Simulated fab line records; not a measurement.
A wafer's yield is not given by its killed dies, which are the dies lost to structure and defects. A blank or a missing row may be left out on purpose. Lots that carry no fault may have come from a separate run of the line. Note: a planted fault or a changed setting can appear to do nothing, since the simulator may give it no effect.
fab line records -- flow sky130
record: lots: 5, wafers: 15, lastDay: 50
route steps=708 shown FIELD_ISO@10
lots that met no fault: from a run of the same line without faults
startH: start of the lot's first displayed wafer, in hours after the record's first day -- waitH: time in hours since the lot's previous step -- " the same as in the row above -- L1.1+2: several wafers, shown together as one row -- - either no value or no given start -- * or withheld: withheld -- < > ~ a bound
route shown NAME@n: a module of which the file shows steps, and the number in the route of the first -- usual: mean/standard deviation taken from wafers without a fault -- same: alike in all rows -- chamber/n: place in a boat -- sites: per-site readings -- _std_site: the values' standard deviation -- _edge_site: outer sites' mean less inner sites' -- radiusMm: how far each site lies from the wafer's centre -- mask NAME#n: copy n -- behind: the tool/chamber that last shaped the wafer -- hold: what put the lot on hold/how long, in hours/how the hold closed -- device: whichever transistor did not switch (one of n, p or np) -- end of line: tests run on the same wafers once the route is complete -- where a step has no rows: the recipe by itself -- killed: count of dies lost to structure and defects at first sort (not the wafer's yield) -- map: dies across one wafer; x = killed, . = not, _ = none there
set.NAME: the setting that was run; set.NAME@STEP: the one run at that earlier step -- model.NAME: the simulator's own value behind a step, which no gauge read
lots at some steps of the route; a table a step, a row a wafer
services: from which hour (startH, from the record's first day; less than 0 if before it) a tool's chamber was out of use, for how many hours, and why
== steps ==
step: SKY_FIELD_ISO_SOFTBAKE_09
recipe: tempC: 100, timeS: 90, resist: KrF-thick
lot.wafer,tool,chamber,startH,waitH
L077.2+3+6,lithoTrack-03,0,-,-
L078.1+2+3,lithoTrack-02,0,-,-
L081.3+4+6,lithoTrack-02,0,-,-
L083.1+2+3,lithoTrack-02,0,-,-
L096.4+5+6,lithoTrack-02,0,-,-
step: SKY_FIELD_ISO_EXPOSE_10
recipe: maskId: FOM, na: 0.68, sourceShape: annular, sigmaInner: 0.4, sigmaOuter: 0.8, targetCdNm: 150, doseMj: 28
lot.wafer,tool,chamber,startH,waitH,mask
L077.2+3+6,krfScanner-01,0,-,-,FOM#0
L078.1+2+3,krfScanner-02,0,-,-,FOM#0
L081.3+4+6,krfScanner-01,0,-,-,FOM#0
L083.1+2+3,krfScanner-01,0,-,-,FOM#0
L096.4+5+6,krfScanner-01,0,-,-,FOM#0
step: SKY_FIELD_ISO_PEB_11
recipe: pebTempC: withheld, pebTimeS: withheld, resist: KrF-thick
lot.wafer,tool,chamber,startH,waitH
L077.2+3+6,lithoTrack-01,0,-,-
L078.1+2+3,lithoTrack-01,0,-,-
L081.3+4+6,lithoTrack-02,0,-,-
L083.1+2+3,lithoTrack-03,0,-,-
L096.4+5+6,lithoTrack-02,0,-,-
step: SKY_FIELD_ISO_DEVELOP_12
recipe: developTimeS: 60, resist: KrF-thick, devTempC: 21
lot.wafer,tool,chamber,startH,waitH
L077.2+3+6,lithoTrack-01,0,-,-
L078.1+2+3,lithoTrack-01,0,-,-
L081.3+4+6,lithoTrack-02,0,-,-
L083.1+2+3,lithoTrack-03,0,-,-
L096.4+5+6,lithoTrack-02,0,-,-
step: SKY_FIELD_ISO_CD_MEAS_13
recipe: targetCdNm: 150
usual: cdNm: 149.9/1.7
lot.wafer,tool,chamber,startH,waitH,cdNm
L077.2,cdSem-02,-,45.18,-,149.6
L077.3,cdSem-02,-,45.18,-,150.6
L077.6,cdSem-02,-,45.18,-,150.8
L078.1,cdSem-02,-,48.96,-,153.6
L078.2,cdSem-02,-,48.96,-,153.7
L078.3,cdSem-02,-,48.96,-,153.7
L081.3,cdSem-02,-,64.67,-,149.6
L081.4,cdSem-02,-,64.67,-,149.6
L081.6,cdSem-02,-,64.67,-,148.8
L083.1,cdSem-02,-,76.05,-,148.9
L083.2,cdSem-02,-,76.05,-,150.8
L083.3,cdSem-02,-,76.05,-,150.8
L096.4,cdSem-02,-,143.34,-,151.9
L096.5,cdSem-02,-,143.34,-,151.9
L096.6,cdSem-02,-,143.34,-,152.4
step: SKY_FIELD_ISO_ETCH_14
recipe: chemistry: N2/H2, target: BARC, ionEnergyEv: 200, sourceW: 500, biasW: 100, pressureMtorr: 30, n2FlowSccm: 100, h2FlowSccm: 200, stopOn: SiO2, timeS: 45.9, targetDepthA: 600
usual: drypumpMotorCurrentA: 5.9/0.41, oesProductAu: 0.855/0.0049, throttleValvePct: 13.225/0.0086
lot.wafer,tool,chamber,startH,waitH,drypumpMotorCurrentA,oesProductAu,rfHoursCounterH,throttleValvePct
L077.2,rieDiel-02,2,45.28,0.1,5.5,0.858,3,13.230
L077.3,rieDiel-02,1,45.28,0.1,5.6,0.857,93,13.237
L077.6,rieDiel-02,2,45.28,0.1,5.5,0.857,-,13.229
L078.1,rieDiel-02,1,49.08,0.1,5.6,0.853,93,13.222
L078.2,rieDiel-02,0,49.08,0.1,5.9,0.857,70,13.219
L078.3,rieDiel-02,2,49.08,0.1,5.4,0.856,3,13.218
L081.3,rieDiel-02,1,64.75,0.1,5.6,0.851,94,13.218
L081.4,rieDiel-02,0,64.75,0.1,5.9,0.849,70,13.215
L081.6,rieDiel-02,2,64.75,0.1,5.5,0.858,-,13.224
L083.1,rieDiel-01,3,76.17,0.1,6.3,0.849,128,13.224
L083.2,rieDiel-01,2,76.17,0.1,6.3,0.850,55,13.217
L083.3,rieDiel-01,0,76.17,0.1,5.7,0.849,137,13.217
L096.4,rieDiel-01,1,143.40,0.0,5.5,0.856,26,13.229
L096.5,rieDiel-01,2,143.40,0.0,6.2,0.853,-,13.223
L096.6,rieDiel-01,3,143.40,0.0,6.4,0.844,-,13.247
step: SKY_FIELD_ISO_ETCH_15
recipe: chemistry: CHF3/O2, targetDepthNm: 180, stopOn: Si, sourceW: 600, biasW: 200, pressureMtorr: 40, chf3FlowSccm: 50, O2_flow_sccm: 5, timeS: 72
usual: O2_flow_sccm: 4.998/0.016, drypumpMotorCurrentA: 5.9/0.41, oesProductAu: 0.943/0.0068, throttleValvePct: 8.843/0.0095
lot.wafer,tool,chamber,startH,waitH,O2_flow_sccm,drypumpMotorCurrentA,oesProductAu,rfHoursCounterH,throttleValvePct
L077.2,rieDiel-02,2,45.32,0.0,5.000,5.5,0.935,3,8.835
L077.3,rieDiel-02,1,45.32,0.0,5.010,5.6,0.952,93,8.840
L077.6,rieDiel-02,2,45.32,0.0,4.983,5.5,0.952,-,8.847
L078.1,rieDiel-02,1,49.12,0.0,4.997,5.6,0.934,93,8.840
L078.2,rieDiel-02,0,49.12,0.0,5.013,5.9,0.934,70,8.855
L078.3,rieDiel-02,2,49.12,0.0,4.993,5.5,0.932,3,8.852
L081.3,rieDiel-02,1,64.79,0.0,4.969,5.6,0.940,94,8.829
L081.4,rieDiel-02,0,64.79,0.0,5.019,5.9,0.932,70,8.844
L081.6,rieDiel-02,2,64.79,0.0,4.997,5.5,0.939,-,8.843
L083.1,rieDiel-01,3,76.21,0.0,5.010,6.4,0.936,128,8.840
L083.2,rieDiel-01,2,76.21,0.0,4.980,6.2,0.938,55,8.847
L083.3,rieDiel-01,0,76.21,0.0,4.999,5.8,0.944,137,8.845
L096.4,rieDiel-01,1,143.44,0.0,5.001,5.5,0.946,26,8.841
L096.5,rieDiel-01,2,143.44,0.0,5.014,6.2,0.947,-,8.839
L096.6,rieDiel-01,3,143.44,0.0,5.003,6.3,0.953,-,8.833
step: SKY_FIELD_ISO_STRIP_16
recipe: chemistry: O2/N2, powerW: 1400, pressureMtorr: 1500, platenTempC: withheld, o2FlowSccm: 3000, n2FlowSccm: 300, overashFraction: 0.5
usual: drypumpMotorCurrentA: 5.8/0.38, oesProductAu: 0.378/0.0052, stripTimeToEndpointS: 3.54/0.04
same: overashFraction: 0.5
lot.wafer,tool,chamber,startH,waitH,drypumpMotorCurrentA,oesProductAu,rfHoursCounterH,stripTimeToEndpointS
L077.2,plasmaAsher-01,0,45.38,0.0,6.4,0.388,23,3.55
L077.3,plasmaAsher-01,1,45.38,0.0,5.5,0.380,-,3.61
L077.6,plasmaAsher-01,0,45.38,0.0,6.4,0.373,-,3.50
L078.1,plasmaAsher-03,0,49.18,0.0,5.1,0.382,36,3.60
L078.2,plasmaAsher-03,1,49.18,0.0,6.0,0.380,36,3.56
L078.3,plasmaAsher-03,1,49.18,0.0,6.0,0.373,-,3.53
L081.3,plasmaAsher-04,0,64.88,0.1,5.6,0.379,-,3.59
L081.4,plasmaAsher-04,1,64.88,0.1,5.9,0.383,-,3.52
L081.6,plasmaAsher-04,1,64.88,0.1,5.9,0.374,-,3.50
L083.1,plasmaAsher-03,1,76.27,0.0,6.0,0.373,39,3.52
L083.2,plasmaAsher-03,0,76.27,0.0,5.1,0.381,39,3.55
L083.3,plasmaAsher-03,0,76.27,0.0,5.2,0.375,-,3.54
L096.4,plasmaAsher-01,1,143.53,0.1,5.6,0.374,-,3.49
L096.5,plasmaAsher-01,1,143.53,0.1,5.5,0.372,-,3.47
L096.6,plasmaAsher-01,0,143.53,0.1,6.4,0.379,-,3.49
step: SKY_FIELD_ISO_ETCH_17
recipe: targetDepthA: 3420, maskMaterial: Si3N4, chemistry: HBr/Cl2/O2, target: Si, taperDeg: 5, icpW: 600, biasW: 150, pressureMtorr: 15, HBr_flow_sccm: 150, Cl2_flow_sccm: 40, O2_flow_sccm: 6, timeS: 97.7
usual: O2_flow_sccm: 5.999/0.017, drypumpMotorCurrentA: 5.7/0.5, oesProductAu: 0.998/0.0097, throttleValvePct: 25.657/0.01
lot.wafer,tool,chamber,startH,waitH,O2_flow_sccm,drypumpMotorCurrentA,oesProductAu,rfHoursCounterH,throttleValvePct
L077.2,rieSi-02,3,45.48,0.1,6.019,5.0,0.999,3,25.646
L077.3,rieSi-02,0,45.48,0.1,6.010,5.3,0.995,7,25.637
L077.6,rieSi-02,1,45.48,0.1,6.013,5.8,1.005,-,25.647
L078.1,rieSi-01,1,49.28,0.1,5.984,6.3,0.989,102,25.656
L078.2,rieSi-01,3,49.28,0.1,6.001,5.9,0.983,2,25.668
L078.3,rieSi-01,2,49.28,0.1,5.976,6.5,0.996,62,25.658
L081.3,rieSi-01,3,64.95,0.0,6.025,5.9,0.985,3,25.668
L081.4,rieSi-01,2,64.95,0.0,5.984,6.6,1.000,62,25.654
L081.6,rieSi-01,2,64.95,0.0,5.975,6.5,0.998,-,25.670
L083.1,rieSi-02,0,76.37,0.1,5.980,5.3,1.002,7,25.658
L083.2,rieSi-02,2,76.37,0.1,5.996,5.6,1.015,3,25.666
L083.3,rieSi-02,3,76.37,0.1,5.983,5.0,0.994,3,25.676
L096.4,rieSi-01,0,143.60,0.0,5.991,5.4,1.003,68,25.660
L096.5,rieSi-01,1,143.60,0.0,5.985,6.3,0.984,-,25.662
L096.6,rieSi-01,2,143.60,0.0,6.003,6.6,1.000,-,25.639
== services ==
tool,chamber,startH,hours,kind
rieSi-02,1,15.08,5.4,repair
rieSi-01,2,15.25,14.4,repair
rieDiel-02,1,19.45,3.7,repair
krfScanner-02,-,20.10,1.0,pm
krfScanner-01,-,38.34,4.0,pm
rieDiel-01,1,41.37,5.6,repair
krfScanner-02,-,55.63,3.7,repair
krfScanner-02,-,67.51,2.5,repair
krfScanner-02,-,73.98,1.3,pm
krfScanner-01,-,84.83,0.8,pm
rieSi-01,0,85.37,3.8,repair
krfScanner-02,-,93.51,0.8,pm
rieSi-02,-,102.70,14.6,pm
plasmaAsher-04,-,104.48,2.5,repair
plasmaAsher-03,-,124.32,2.8,pm
rieDiel-02,3,126.60,3.7,repair
rieDiel-01,3,130.42,2.9,repair
== key ==
fault none
